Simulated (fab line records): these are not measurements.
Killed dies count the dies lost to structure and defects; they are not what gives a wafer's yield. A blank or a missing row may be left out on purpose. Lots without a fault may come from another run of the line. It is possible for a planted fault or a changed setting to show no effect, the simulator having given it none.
fab line records / flow sfq-line
record lots=14 wafers=42 last-day=84
route steps=325 shown I6@273
lots that met no fault: taken from a fault-free run of the same line
start-h: the number of hours between the record's first day and the start of the first shown wafer of the lot / wait-h: hours since the lot's step before / " repeats the value in the row above / L1.1+2: several wafers, shown together as one row / - no value, or no start given / * or withheld: withheld / < > ~ a bound
route shown NAME@n: a module of which the file shows steps, and the number in the route of the first / usual: average and standard deviation across the fault-free wafers / same: alike in all rows / chamber/n: place in a boat / sites: the reading at each site / _std_site: standard deviation of those values / _edge_site: inner sites' mean taken away from outer sites' mean / radius-mm: for every site, how far away it sits from the centre of the wafer / mask NAME#n: copy n / behind: the last tool/chamber to shape the wafer / hold: what put the lot on hold/how long, in hours/how the hold closed / device: which transistor (n, p or np) failed to switch / end of line: the tests these same wafers got at the end of their route / step lacking rows: just its recipe / killed: count of dies lost to structure and defects at first sort (not the wafer's yield) / map: a wafer's dies, x killed, . not, _ none there
set.NAME: setting as actually run; set.NAME@STEP: the setting as run at that earlier step / model.NAME: the simulator's own value behind a step, which no gauge read
a sample of lots followed through the steps of the route, with each step as a table and each wafer as a row
services: from which hour (start-h, from the record's first day; less than 0 if before it) a tool's chamber was out of use, for how many hours, and why
## steps
# step SFQ_TRILAYER_I6_VIA_LITHO_EXPOSE_170
# recipe mask-id=I6 na=0.6 source-shape=conventional sigma-outer=0.65 target-cd-nm=700 dose-mj=21.3
# usual exposure-dose-mJ-cm2=21.301/0.02 focus-offset-nm=0.0/0.54 reticle-temp-C=22.98/0.11
lot.wafer=L730.1 tool=krf-scanner-02 chamber=0 start-h=1660.29 wait-h=- mask=I6#0 exposure-dose-mJ-cm2=21.303 focus-offset-nm=-1.1 reticle-temp-C=22.93
lot.wafer=L730.2 tool=krf-scanner-02 chamber=0 start-h=1660.29 wait-h=- mask=I6#0 exposure-dose-mJ-cm2=21.318 focus-offset-nm=-0.7 reticle-temp-C=22.97
lot.wafer=L730.4 tool=krf-scanner-02 chamber=0 start-h=1660.29 wait-h=- mask=I6#0 exposure-dose-mJ-cm2=21.279 focus-offset-nm=-1.5 reticle-temp-C=23.05
lot.wafer=L731.1 tool=krf-scanner-01 chamber=0 start-h=1672.42 wait-h=- mask=I6#0 exposure-dose-mJ-cm2=21.335 focus-offset-nm=0.8 reticle-temp-C=23.01
lot.wafer=L731.2 tool=krf-scanner-01 chamber=0 start-h=1672.42 wait-h=- mask=I6#0 exposure-dose-mJ-cm2=21.302 focus-offset-nm=0.5 reticle-temp-C=23.16
lot.wafer=L731.5 tool=krf-scanner-01 chamber=0 start-h=1672.42 wait-h=- mask=I6#0 exposure-dose-mJ-cm2=21.271 focus-offset-nm=0.5 reticle-temp-C=23.05
lot.wafer=L732.2 tool=krf-scanner-01 chamber=0 start-h=1681.02 wait-h=- mask=I6#0 exposure-dose-mJ-cm2=21.301 focus-offset-nm=0.2 reticle-temp-C=22.95
lot.wafer=L732.3 tool=krf-scanner-01 chamber=0 start-h=1681.02 wait-h=- mask=I6#0 exposure-dose-mJ-cm2=21.281 focus-offset-nm=0.1 reticle-temp-C=23.09
lot.wafer=L732.4 tool=krf-scanner-01 chamber=0 start-h=1681.02 wait-h=- mask=I6#0 exposure-dose-mJ-cm2=21.276 focus-offset-nm=0.4 reticle-temp-C=22.94
lot.wafer=L733.4 tool=krf-scanner-01 chamber=0 start-h=1683.82 wait-h=- mask=I6#0 exposure-dose-mJ-cm2=21.290 focus-offset-nm=0.1 reticle-temp-C=22.85
lot.wafer=L733.5 tool=krf-scanner-01 chamber=0 start-h=1683.82 wait-h=- mask=I6#0 exposure-dose-mJ-cm2=21.318 focus-offset-nm=1.0 reticle-temp-C=22.97
lot.wafer=L733.6 tool=krf-scanner-01 chamber=0 start-h=1683.82 wait-h=- mask=I6#0 exposure-dose-mJ-cm2=21.296 focus-offset-nm=0.6 reticle-temp-C=22.80
lot.wafer=L734.2 tool=krf-scanner-01 chamber=0 start-h=1687.02 wait-h=- mask=I6#0 exposure-dose-mJ-cm2=21.305 focus-offset-nm=0.6 reticle-temp-C=22.81
lot.wafer=L734.4 tool=krf-scanner-01 chamber=0 start-h=1687.02 wait-h=- mask=I6#0 exposure-dose-mJ-cm2=21.277 focus-offset-nm=0.4 reticle-temp-C=23.06
lot.wafer=L734.5 tool=krf-scanner-01 chamber=0 start-h=1687.02 wait-h=- mask=I6#0 exposure-dose-mJ-cm2=21.253 focus-offset-nm=0.5 reticle-temp-C=22.96
lot.wafer=L738.3 tool=krf-scanner-01 chamber=0 start-h=1722.02 wait-h=- mask=I6#0 exposure-dose-mJ-cm2=21.286 focus-offset-nm=0.1 reticle-temp-C=22.89
lot.wafer=L738.5 tool=krf-scanner-01 chamber=0 start-h=1722.02 wait-h=- mask=I6#0 exposure-dose-mJ-cm2=21.291 focus-offset-nm=0.3 reticle-temp-C=22.90
lot.wafer=L738.6 tool=krf-scanner-01 chamber=0 start-h=1722.02 wait-h=- mask=I6#0 exposure-dose-mJ-cm2=21.325 focus-offset-nm=0.2 reticle-temp-C=23.00
lot.wafer=L739.2 tool=krf-scanner-02 chamber=- start-h=1733.45 wait-h=- mask=I6#0 exposure-dose-mJ-cm2=- focus-offset-nm=- reticle-temp-C=-
lot.wafer=L739.5 tool=krf-scanner-02 chamber=- start-h=1733.45 wait-h=- mask=I6#0 exposure-dose-mJ-cm2=- focus-offset-nm=- reticle-temp-C=-
lot.wafer=L739.6 tool=krf-scanner-02 chamber=- start-h=1733.45 wait-h=- mask=I6#0 exposure-dose-mJ-cm2=- focus-offset-nm=- reticle-temp-C=-
lot.wafer=L740.4 tool=krf-scanner-02 chamber=- start-h=1738.65 wait-h=- mask=I6#0 exposure-dose-mJ-cm2=- focus-offset-nm=- reticle-temp-C=-
lot.wafer=L740.5 tool=krf-scanner-02 chamber=- start-h=1738.65 wait-h=- mask=I6#0 exposure-dose-mJ-cm2=- focus-offset-nm=- reticle-temp-C=-
lot.wafer=L740.6 tool=krf-scanner-02 chamber=- start-h=1738.65 wait-h=- mask=I6#0 exposure-dose-mJ-cm2=- focus-offset-nm=- reticle-temp-C=-
lot.wafer=L746.2 tool=krf-scanner-02 chamber=0 start-h=1796.61 wait-h=- mask=I6#0 exposure-dose-mJ-cm2=21.319 focus-offset-nm=0.2 reticle-temp-C=23.02
lot.wafer=L746.4 tool=krf-scanner-02 chamber=0 start-h=1796.61 wait-h=- mask=I6#0 exposure-dose-mJ-cm2=21.299 focus-offset-nm=0.7 reticle-temp-C=23.03
lot.wafer=L746.6 tool=krf-scanner-02 chamber=0 start-h=1796.61 wait-h=- mask=I6#0 exposure-dose-mJ-cm2=21.307 focus-offset-nm=0.1 reticle-temp-C=22.88
lot.wafer=L747.3 tool=krf-scanner-02 chamber=0 start-h=1806.41 wait-h=- mask=I6#0 exposure-dose-mJ-cm2=21.289 focus-offset-nm=0.0 reticle-temp-C=23.00
lot.wafer=L747.4 tool=krf-scanner-02 chamber=0 start-h=1806.41 wait-h=- mask=I6#0 exposure-dose-mJ-cm2=21.308 focus-offset-nm=-0.1 reticle-temp-C=23.04
lot.wafer=L747.6 tool=krf-scanner-02 chamber=0 start-h=1806.41 wait-h=- mask=I6#0 exposure-dose-mJ-cm2=21.289 focus-offset-nm=-0.7 reticle-temp-C=23.05
lot.wafer=L748.4 tool=krf-scanner-01 chamber=0 start-h=1836.71 wait-h=- mask=I6#0 exposure-dose-mJ-cm2=21.318 focus-offset-nm=-0.9 reticle-temp-C=23.02
lot.wafer=L748.5 tool=krf-scanner-01 chamber=0 start-h=1836.71 wait-h=- mask=I6#0 exposure-dose-mJ-cm2=21.255 focus-offset-nm=-0.3 reticle-temp-C=22.80
lot.wafer=L748.6 tool=krf-scanner-01 chamber=0 start-h=1836.71 wait-h=- mask=I6#0 exposure-dose-mJ-cm2=21.293 focus-offset-nm=-0.2 reticle-temp-C=22.99
lot.wafer=L750.2 tool=krf-scanner-01 chamber=0 start-h=1841.11 wait-h=- mask=I6#0 exposure-dose-mJ-cm2=21.339 focus-offset-nm=-0.5 reticle-temp-C=22.98
lot.wafer=L750.4 tool=krf-scanner-01 chamber=0 start-h=1841.11 wait-h=- mask=I6#0 exposure-dose-mJ-cm2=21.340 focus-offset-nm=0.6 reticle-temp-C=23.05
lot.wafer=L750.5 tool=krf-scanner-01 chamber=0 start-h=1841.11 wait-h=- mask=I6#0 exposure-dose-mJ-cm2=21.338 focus-offset-nm=0.2 reticle-temp-C=22.99
lot.wafer=L751.2 tool=krf-scanner-01 chamber=0 start-h=1843.51 wait-h=- mask=I6#0 exposure-dose-mJ-cm2=21.289 focus-offset-nm=-0.1 reticle-temp-C=23.04
lot.wafer=L751.3 tool=krf-scanner-01 chamber=0 start-h=1843.51 wait-h=- mask=I6#0 exposure-dose-mJ-cm2=21.301 focus-offset-nm=-1.0 reticle-temp-C=22.85
lot.wafer=L751.5 tool=krf-scanner-01 chamber=0 start-h=1843.51 wait-h=- mask=I6#0 exposure-dose-mJ-cm2=21.298 focus-offset-nm=0.5 reticle-temp-C=23.08
lot.wafer=L752.1 tool=krf-scanner-01 chamber=0 start-h=1848.11 wait-h=- mask=I6#0 exposure-dose-mJ-cm2=21.309 focus-offset-nm=0.3 reticle-temp-C=22.98
lot.wafer=L752.4 tool=krf-scanner-01 chamber=0 start-h=1848.11 wait-h=- mask=I6#0 exposure-dose-mJ-cm2=21.274 focus-offset-nm=0.7 reticle-temp-C=23.06
lot.wafer=L752.5 tool=krf-scanner-01 chamber=0 start-h=1848.11 wait-h=- mask=I6#0 exposure-dose-mJ-cm2=21.315 focus-offset-nm=-0.3 reticle-temp-C=23.05
## services
tool=krf-scanner-02 chamber=- start-h=1671.04 hours=0.5 kind=repair
tool=krf-scanner-02 chamber=- start-h=1685.53 hours=1.0 kind=pm
tool=krf-scanner-02 chamber=- start-h=1710.80 hours=1.3 kind=pm
tool=krf-scanner-01 chamber=- start-h=1724.97 hours=0.5 kind=repair
tool=krf-scanner-01 chamber=- start-h=1760.93 hours=3.6 kind=pm
tool=krf-scanner-01 chamber=- start-h=1764.48 hours=0.8 kind=pm
tool=krf-scanner-02 chamber=- start-h=1767.69 hours=0.3 kind=repair
tool=krf-scanner-02 chamber=- start-h=1771.65 hours=0.8 kind=pm
tool=krf-scanner-01 chamber=- start-h=1772.62 hours=1.0 kind=pm
tool=krf-scanner-02 chamber=- start-h=1782.00 hours=3.4 kind=repair
tool=krf-scanner-01 chamber=- start-h=1785.55 hours=1.1 kind=repair
tool=krf-scanner-02 chamber=- start-h=1786.87 hours=4.0 kind=pm
tool=krf-scanner-01 chamber=- start-h=1791.49 hours=1.3 kind=pm
tool=krf-scanner-02 chamber=- start-h=1833.58 hours=0.7 kind=repair
## key
first-sign step=SFQ_TRILAYER_I6_VIA_LITHO_EXPOSE_170 reading=tool-record direction=missing
effect none on later readings
met-at SFQ_TRILAYER_I6_VIA_LITHO_EXPOSE_170
struck-lots L739,L740
onset-between 1660.29 1733.45
fault kind=skipped-step-whole tool=krf-scanner-02 chamber=- onset-h=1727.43 steps=SFQ_TRILAYER_I6_VIA_LITHO_EXPOSE_170 scope=struck-lots-only
